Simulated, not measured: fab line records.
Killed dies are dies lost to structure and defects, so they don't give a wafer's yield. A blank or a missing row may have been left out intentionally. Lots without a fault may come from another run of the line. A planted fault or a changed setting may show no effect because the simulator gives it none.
Matching of chambers | flow sky130 | SKY_POLY_GATE_ETCH_17 on rie-si-02 has 4 sister chambers
The step etches poly-Si in HBr/Cl2, stops on SiO2, target depth 180 nm, time 70.5 s. 4 wafers are shown with their chamber, then 7 later ones without.

WAFERS PAIRED WITH THEIR CHAMBERS
wafer  | chamber | oes-product-au (a.u.)
L598.3 | 2       | 1.005
L602.1 | 0       | 0.975
L609.1 | 1       | 0.978
L609.4 | 3       | 0.984

WAFERS WITHOUT THEIR CHAMBER
wafer  | oes-product-au (a.u.)
L609.6 | 0.985
L611.1 | 0.987
L611.3 | 0.991
L611.4 | 0.990
L621.1 | 0.986
L621.3 | 0.994
L621.6 | 0.980

WHICH CHAMBER EACH ONE RAN IN
wafer  | from the rows above               | in truth
L609.6 | can't be placed: 3 or 1 or 0      | 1
L611.1 | can't be placed: 3 or 1 or 0      | 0
L611.3 | can't be placed: 3 or 1 or 2 or 0 | 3
L611.4 | can't be placed: 3 or 1 or 2 or 0 | 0
L621.1 | can't be placed: 3 or 1 or 0      | 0
L621.3 | can't be placed: 3 or 2 or 1 or 0 | 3
L621.6 | can't be placed: 1 or 3 or 0      | 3
Correct placement for 0 of the 7. Can't be placed from these rows: 7 (the true chamber is among the candidates in 7). Wrongly placed: 0.
How it was worked out, from the rows above alone: a wafer's distance from a chamber is the root of the sum, over the readings, of the square of ((its reading less the chamber's mean) divided by the reading's scatter). The wafer belongs to the nearest chamber; if the next one is less than 2 further off, it can't be placed. Each chamber's mean is taken over the wafers shown for it. The scatter (one wafer shown for each chamber): square how far every hidden wafer sits from the nearest shown wafer, average those squares and take the square root.
